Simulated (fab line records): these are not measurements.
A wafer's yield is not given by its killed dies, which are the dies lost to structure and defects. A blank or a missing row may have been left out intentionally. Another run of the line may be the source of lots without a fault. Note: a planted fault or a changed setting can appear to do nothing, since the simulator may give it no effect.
8D (eight disciplines) problem report, filled in by code | flow sky130 | the parts of the form that need people (team, actions taken, sign-off) are left out

1. THE ISSUE
At SKY_SD_N_DEVELOP_06, developerTempC averages 20.69 C over 9 wafers from 3 lots, while fault-free wafers read 22.99 C, standard deviation 0.095. Measured from the usual mean, that is -24 standard deviations.
The step: develop time 60 s.
Seen first at day 32 02:13 on lithoTrack-01, wafer L929.3. The record has a number at this step for 39 wafers belonging to 13 lots. Rule for "out", or "out of limits": more than 4 standard deviations from the usual mean. All remaining wafers that have a number are taken as sound.

2. WHAT IT IS AND WHAT IT IS NOT
question                    | is                     | is not
which readings at this step | developerTempC         | -
which lots                  | L929, L930, L932       | L919, L921, L922, L923, L924, L926, L927, L931, L939, L941
which wafers of those lots  | all that have a number | -
read on which tools         | lithoTrack-01          | lithoTrack-02, lithoTrack-04
when                        | from day 32 02:13      | up to then (21 sound wafers); but 9 sound wafers of L931, L939, L941 came after

3. THE SUSPECTS, EACH WITH WHAT RULES IT OUT
Counting: a tool at any process step up to the reading remains a suspect when it ran all the lots that are out and ran no sound lot after the first of those.
- lithoTrack-01 at SKY_SD_N_DEVELOP_06 (develop time 60 s): kept. It processed each lot that is out, first L929 at day 32 02:13, and no sound lot thereafter; up to then, the last sound lot it processed was L926 at day 31 15:11. Its own readings are out on those wafers: developerTempC.
Left after counting: lithoTrack-01 at SKY_SD_N_DEVELOP_06.

4. THE CAUSE (what the simulator had put in)
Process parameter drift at SKY_SD_N_DEVELOP_06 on lithoTrack-01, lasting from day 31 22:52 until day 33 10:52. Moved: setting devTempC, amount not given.
After counting, this tool was the only one left.

5. THE CHAIN OF EFFECTS, in route order
Rows list readings where the struck wafers' mean (over those with a number) sits beyond 3 standard deviations from the usual. Readings are gone through only where the record gives a usual standard deviation; hours: the median, over the lots, of the time from a lot's start at the first step in this table giving one to that lot's start at this step; sigmas: the change measured in usual standard deviations.
hours | step                | reading        | usual   | on struck wafers | change | sigmas
0     | SKY_SD_N_DEVELOP_06 | developerTempC | 22.99 C | 20.69            | -2.30  | -24
It contains these process steps:
- SKY_SD_N_DEVELOP_06: develop time 60 s.
Later measuring or inspecting steps at which every struck wafer that the step has a row for has a number for every such reading, and none has moved that far: SKY_SD_N_CD_MEAS_07.

6. WHAT WOULD HAVE CAUGHT IT SOONER
In this record no reading fell out of limits until day 32 02:13, 3 hours after the fault had begun at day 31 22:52.
